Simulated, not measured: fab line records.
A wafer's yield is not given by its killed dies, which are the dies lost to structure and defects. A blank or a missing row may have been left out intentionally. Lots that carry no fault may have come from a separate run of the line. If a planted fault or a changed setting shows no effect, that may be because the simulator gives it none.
fab line records	flow gf180mcu
record: lots: 11	wafers: 32	last-day: 34
route steps=602 shown V2@403 M4@456 V5@563
lots that met no fault: from a run of the same line without faults
start-h: start of the lot's first displayed wafer, in hours after the record's first day	wait-h: time in hours since the lot's previous step	" same as the row above	L1.1+2: one row covering several wafers at once	- either no value or no given start	* or withheld: withheld	< > ~ a bound
route shown NAME@n: names a module that has steps shown in the file, with the first one's number in the route	usual: mean/standard deviation taken from wafers without a fault	same: alike in all rows	chamber/n: place in a boat	sites: each site's reading	_std_site: standard deviation across them	_edge_site: mean of outer sites minus mean of inner sites	radius-mm: for every site, how far away it sits from the centre of the wafer	mask NAME#n: copy n	behind: the tool/chamber that last shaped the wafer	hold: reason for holding the lot/hours on hold/outcome of the hold	device: transistor that didn't switch, given as n, p or np	end of line: at the end of the route, the tests of the same wafers	where a step has no rows: the recipe by itself	killed: dies lost to structure and defects at the first sort, not the wafer's yield	map: dies across one wafer; x = killed, . = not, _ = none there
set.NAME: the run value of the setting; set.NAME@STEP: its run value at that earlier step	model.NAME: the simulator's own value behind a step, which no gauge read
a sample of lots followed through the steps of the route, with each step as a table and each wafer as a row
services: from which hour (start-h, from the record's first day; less than 0 if before it) a tool's chamber was out of use, for how many hours, and why
== steps ==
step: GF_V2_SPUTTER_21
recipe: material: Ti	target-thk-nm: 15	chamber-pressure-pa: 5	power-w: 2500	substrate-temp-c: 200	time-s: 80.02
usual: throttle-valve-pct: 30.2/0.96
lot.wafer	tool	chamber	start-h	wait-h	throttle-valve-pct
L794.2	pvd-sputter-02	-	462.91	0.0	29.4
L794.4	"	-	"	"	28.6
L794.5	"	-	"	"	31.6
L796.2	pvd-sputter-04	-	479.90	0.0	29.1
L796.3	"	-	"	"	30.7
L796.6	"	-	"	"	30.9
L797.3	pvd-sputter-04	-	493.04	0.0	31.1
L797.4	"	-	"	"	29.1
L797.6	"	-	"	"	29.3
L798.2	pvd-sputter-02	-	499.69	0.0	28.7
L798.3	"	-	"	"	31.5
L798.5	"	-	"	"	28.7
L800.1	pvd-sputter-02	-	516.49	0.0	29.5
L800.3	"	-	"	"	31.5
L809.1	pvd-sputter-04	-	593.38	0.0	30.9
L809.2	"	-	"	"	29.1
L809.3	"	-	"	"	30.8
L811.3	pvd-sputter-04	-	607.29	0.0	30.9
L811.4	"	-	"	"	29.1
L811.5	"	-	"	"	31.0
L813.1	pvd-sputter-04	-	621.21	0.0	30.9
L813.4	"	-	"	"	30.5
L813.6	"	-	"	"	31.1
L814.3	pvd-sputter-03	-	626.69	0.0	29.6
L814.5	"	-	"	"	30.6
L814.6	"	-	"	"	29.5
L815.1	pvd-sputter-02	-	635.19	0.0	28.6
L815.2	"	-	"	"	29.6
L815.5	"	-	"	"	31.2
L817.1	pvd-sputter-04	-	652.13	0.0	30.8
L817.2	"	-	"	"	30.9
L817.5	"	-	"	"	30.7
step: GF_M4_SPUTTER_00
recipe: material: Ti	target-thk-nm: 37.5	arriving-ion-energy-ev: 80	substrate-temp-c: 200	chamber-pressure-pa: 2	power-w: 4000	time-s: 150
usual: throttle-valve-pct: 30.2/0.9
lot.wafer	tool	chamber	start-h	wait-h	throttle-valve-pct
L794.2	pvd-sputter-03	-	513.98	0.1	30.5
L794.4	"	-	"	"	29.9
L794.5	"	-	"	"	30.6
L796.2	pvd-sputter-03	-	530.44	0.2	30.6
L796.3	"	-	"	"	28.5
L796.6	"	-	"	"	30.5
L797.3	pvd-sputter-03	-	543.64	0.1	30.4
L797.4	"	-	"	"	29.8
L797.6	"	-	"	"	30.4
L798.2	pvd-sputter-01	-	550.40	0.2	31.3
L798.3	"	-	"	"	30.2
L798.5	"	-	"	"	30.2
L800.1	pvd-sputter-02	-	565.79	0.1	29.7
L800.3	"	-	"	"	30.5
L809.1	pvd-sputter-03	-	639.02	0.1	30.8
L809.2	"	-	"	"	30.6
L809.3	"	-	"	"	29.6
L811.3	pvd-sputter-02	-	651.85	0.1	28.9
L811.4	"	-	"	"	30.3
L811.5	"	-	"	"	28.8
L813.1	pvd-sputter-03	-	664.95	0.1	28.4
L813.4	"	-	"	"	29.5
L813.6	"	-	"	"	30.8
L814.3	pvd-sputter-02	-	670.18	0.2	29.5
L814.5	"	-	"	"	31.6
L814.6	"	-	"	"	30.6
L815.1	pvd-sputter-03	-	678.45	0.1	30.5
L815.2	"	-	"	"	30.8
L815.5	"	-	"	"	30.7
L817.1	pvd-sputter-02	-	694.48	0.1	30.7
L817.2	"	-	"	"	29.6
L817.5	"	-	"	"	30.6
step: GF_M4_CD_MEAS_14
recipe: target-cd-nm: 280
usual: cd-nm: 279.7/1.1
lot.wafer	tool	chamber	start-h	wait-h	cd-nm
L794.2	cd-sem-01	-	537.23	0.1	279.6
L794.4	"	-	"	"	280.6
L794.5	"	-	"	"	280.4
L796.2	cd-sem-02	-	553.29	0.1	280.1
L796.3	"	-	"	"	279.5
L796.6	"	-	"	"	279.4
L797.3	cd-sem-01	-	566.00	0.1	278.4
L797.4	"	-	"	"	277.7
L797.6	"	-	"	"	277.8
L798.2	cd-sem-01	-	572.93	0.1	278.6
L798.3	"	-	"	"	278.7
L798.5	"	-	"	"	277.9
L800.1	cd-sem-02	-	587.81	0.1	277.9
L800.3	"	-	"	"	278.8
L809.1	cd-sem-02	-	658.65	0.1	279.1
L809.2	"	-	"	"	280.1
L809.3	"	-	"	"	279.9
L811.3	cd-sem-02	-	671.64	0.1	280.2
L811.4	"	-	"	"	281.1
L811.5	"	-	"	"	280.0
L813.1	cd-sem-01	-	684.14	0.1	280.3
L813.4	"	-	"	"	279.9
L813.6	"	-	"	"	280.1
L814.3	cd-sem-01	-	688.90	0.1	278.8
L814.5	"	-	"	"	279.8
L814.6	"	-	"	"	280.5
L815.1	cd-sem-02	-	701.15	0.1	280.0
L815.2	"	-	"	"	280.7
L815.5	"	-	"	"	280.6
L817.1	cd-sem-02	-	712.81	0.1	280.1
L817.2	"	-	"	"	282.1
L817.5	"	-	"	"	280.5
step: GF_V5_CVD_23
recipe: material: W	target-thk-nm: 350	time-s: 104.9	temp-c: 400	pressure-torr: 40
usual: heater-power-outer-w: 569/58	heater-power-w: 881/56
lot.wafer	tool	chamber	start-h	wait-h	heater-power-outer-w	heater-power-w
L794.2	cvd-w-02	0	629.65	0.0	512	826
L794.4	"	0	"	"	515	829
L794.5	"	0	"	"	501	824
L796.2	cvd-w-02	0	645.50	0.0	515	827
L796.3	"	0	"	"	494	817
L796.6	"	1	"	"	533	837
L797.3	cvd-w-02	1	656.41	0.1	536	835
L797.4	"	0	"	"	505	819
L797.6	"	1	"	"	542	843
L798.2	cvd-w-01	0	661.39	0.0	590	965
L798.3	"	1	"	"	666	905
L798.5	"	1	"	"	654	901
L800.1	cvd-w-02	1	674.04	0.0	538	839
L800.3	"	1	"	"	527	850
L809.1	cvd-w-01	0	738.77	0.0	585	965
L809.2	"	1	"	"	669	922
L809.3	"	1	"	"	668	911
L811.3	cvd-w-01	1	749.44	0.1	648	944
L811.4	"	0	"	"	589	953
L811.5	"	0	"	"	579	940
L813.1	cvd-w-02	0	761.10	0.0	517	837
L813.4	"	1	"	"	540	854
L813.6	"	0	"	"	516	827
L814.3	cvd-w-01	0	765.03	0.1	594	970
L814.5	"	1	"	"	669	915
L814.6	"	0	"	"	583	927
L815.1	cvd-w-02	1	775.39	0.0	533	863
L815.2	"	0	"	"	512	808
L815.5	"	0	"	"	503	819
L817.1	cvd-w-02	1	785.93	0.0	535	847
L817.2	"	0	"	"	511	810
L817.5	"	1	"	"	526	839
step: GF_V5_RS_MEAS_24
recipe: thk-meas-gauge: four-point-probe	reads: W_of_V5_CVD_23+TiN_of_V5_SPUTTER_22+Ti_of_V5_SPUTTER_21
usual: V5_W_RS: 0.329/0.0034
lot.wafer	tool	chamber	start-h	wait-h	V5_W_RS[ohm/sq]
L794.2	film-metro-03	-	629.78	0.1	0.323
L794.4	"	-	"	"	0.325
L794.5	"	-	"	"	0.324
L796.2	film-metro-02	-	645.63	0.1	0.328
L796.3	"	-	"	"	0.327
L796.6	"	-	"	"	0.337
L797.3	film-metro-03	-	656.65	0.2	0.217
L797.4	"	-	"	"	0.330
L797.6	"	-	"	"	0.331
L798.2	film-metro-04	-	661.52	0.1	0.331
L798.3	"	-	"	"	0.325
L798.5	"	-	"	"	0.329
L800.1	film-metro-02	-	674.15	0.1	0.216
L800.3	"	-	"	"	0.215
L809.1	film-metro-02	-	738.88	0.1	0.332
L809.2	"	-	"	"	0.324
L809.3	"	-	"	"	0.326
L811.3	film-metro-04	-	749.56	0.1	0.330
L811.4	"	-	"	"	0.337
L811.5	"	-	"	"	0.332
L813.1	film-metro-02	-	761.21	0.1	0.323
L813.4	"	-	"	"	0.323
L813.6	"	-	"	"	0.322
L814.3	film-metro-03	-	765.15	0.1	0.328
L814.5	"	-	"	"	0.324
L814.6	"	-	"	"	0.329
L815.1	film-metro-04	-	775.51	0.1	0.326
L815.2	"	-	"	"	0.328
L815.5	"	-	"	"	0.327
L817.1	film-metro-03	-	786.05	0.1	0.328
L817.2	"	-	"	"	0.333
L817.5	"	-	"	"	0.330
step: GF_V5_THK_MEAS_25
recipe: thk-meas-gauge: xrf	reads: W_of_V5_CVD_23
usual: V5_W_THK: 340/5.2
lot.wafer	tool	chamber	start-h	wait-h	V5_W_THK[nm]
L794.2	film-metro-03	-	629.89	0.1	341
L794.4	"	-	"	"	343
L794.5	"	-	"	"	339
L796.2	film-metro-02	-	645.74	0.1	342
L796.3	"	-	"	"	342
L796.6	"	-	"	"	331
L797.3	film-metro-03	-	656.75	0.1	508
L797.4	"	-	"	"	339
L797.6	"	-	"	"	336
L798.2	film-metro-04	-	661.63	0.1	335
L798.3	"	-	"	"	339
L798.5	"	-	"	"	334
L800.1	film-metro-02	-	674.27	0.1	522
L800.3	"	-	"	"	523
L809.1	film-metro-02	-	739.00	0.1	343
L809.2	"	-	"	"	350
L809.3	"	-	"	"	347
L811.3	film-metro-04	-	749.66	0.1	337
L811.4	"	-	"	"	330
L811.5	"	-	"	"	333
L813.1	film-metro-02	-	761.33	0.1	348
L813.4	"	-	"	"	351
L813.6	"	-	"	"	349
L814.3	film-metro-03	-	765.25	0.1	340
L814.5	"	-	"	"	343
L814.6	"	-	"	"	340
L815.1	film-metro-04	-	775.63	0.1	339
L815.2	"	-	"	"	335
L815.5	"	-	"	"	337
L817.1	film-metro-03	-	786.17	0.1	341
L817.2	"	-	"	"	336
L817.5	"	-	"	"	338
step: GF_V5_CMP_26
recipe: stop-on: SiO2	down-force-psi: 3.5	platen-rpm: 60	t-overpolish-s: 15	target-thk-nm: 0	pad-velocity-m-s: 0.94248
usual: motor-current-A: 10.8/1.2	time-to-endpoint-s: 85/3.5
lot.wafer	tool	chamber	start-h	wait-h	motor-current-A	time-to-endpoint-s
L794.2	cmp-02	3	629.94	0.0	10.2	83
L794.4	"	1	"	"	9.5	90
L794.5	"	3	"	"	9.9	83
L796.2	cmp-01	0	645.79	0.0	13.1	83
L796.3	"	2	"	"	11.1	86
L796.6	"	1	"	"	11.0	85
L797.3	cmp-01	1	656.84	0.1	10.5	133
L797.4	"	2	"	"	11.0	85
L797.6	"	0	"	"	12.9	81
L798.3	cmp-02	3	661.73	0.1	9.7	84
L798.2	"	1	"	"	9.9	87
L798.5	"	3	"	"	10.4	80
L800.1	cmp-02	2	674.38	0.1	11.6	129
L800.3	"	3	"	"	10.0	127
L809.3	cmp-01	2	739.06	0.0	10.8	84
L809.2	"	3	"	"	9.3	91
L809.1	"	0	"	"	13.3	83
L811.3	cmp-02	2	749.70	0.0	10.9	78
L811.4	"	0	"	"	10.5	77
L811.5	"	3	"	"	9.7	78
L813.1	cmp-02	2	761.44	0.1	11.7	83
L813.4	"	3	"	"	9.8	83
L813.6	"	1	"	"	10.5	84
L814.3	cmp-02	1	765.44	0.2	9.8	81
L814.5	"	2	"	"	12.6	81
L814.6	"	3	"	"	9.7	79
L815.1	cmp-01	3	775.74	0.1	8.8	87
L815.2	"	1	"	"	10.3	86
L815.5	"	2	"	"	10.5	87
L817.1	cmp-02	2	786.28	0.1	12.0	76
L817.2	"	3	"	"	10.4	77
L817.5	"	1	"	"	9.9	85
== services ==
tool	chamber	start-h	hours	kind
pvd-sputter-03	-	446.95	9.6	repair
cvd-w-02	-	462.71	2.8	pm
cmp-01	-	477.63	0.6	repair
pvd-sputter-02	-	478.96	0.9	repair
pvd-sputter-01	-	483.10	1.8	repair
pvd-sputter-01	-	484.83	1.9	repair
cmp-01	-	486.63	0.4	repair
cvd-w-02	0	509.04	2.9	repair
pvd-sputter-02	-	510.18	2.1	repair
cmp-02	-	513.60	0.6	repair
cvd-w-02	-	521.47	0.4	repair
cmp-02	-	533.78	4.8	pm
pvd-sputter-03	-	544.52	1.6	repair
cmp-02	-	572.33	4.0	pm
cvd-w-01	-	589.11	7.4	repair
cmp-02	-	613.17	0.9	repair
cmp-01	-	620.27	8.6	pm
pvd-sputter-01	-	652.92	4.3	repair
pvd-sputter-02	-	663.93	3.9	repair
pvd-sputter-04	-	672.52	6.8	repair
pvd-sputter-04	-	690.50	2.9	repair
cvd-w-02	0	728.40	3.9	repair
pvd-sputter-03	-	731.78	9.0	repair
cmp-01	-	744.07	4.0	pm
== key ==
first-sign: step: GF_V5_RS_MEAS_24	reading: V5_W_RS	direction: down	sigmas: 33	usual: 0.329	struck: 0.216
effect: step: GF_V5_THK_MEAS_25	reading: V5_W_THK	direction: up	sigmas: 34	usual: 340	struck: 518
effect: step: GF_V5_CMP_26	reading: time-to-endpoint-s	direction: up	sigmas: 13	usual: *	struck: *
met-at GF_V5_CVD_23
struck-lots L797,L800
struck-wafers L797.3,L800.1,L800.3
not-acting-at GF_V2_SPUTTER_21,GF_M4_SPUTTER_00,GF_M4_CD_MEAS_14
onset-between 645.50 656.41
fault: kind: process-parameter-drift	tool: cvd-w-02	chamber: -	onset-h: 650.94	steps: GF_V5_CVD_23	channel: target-thk-nm	offset: 180.56	shape: step	end-h: 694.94	scope: struck-wafers-only	acts-in: these-recipes-only	stated: 350
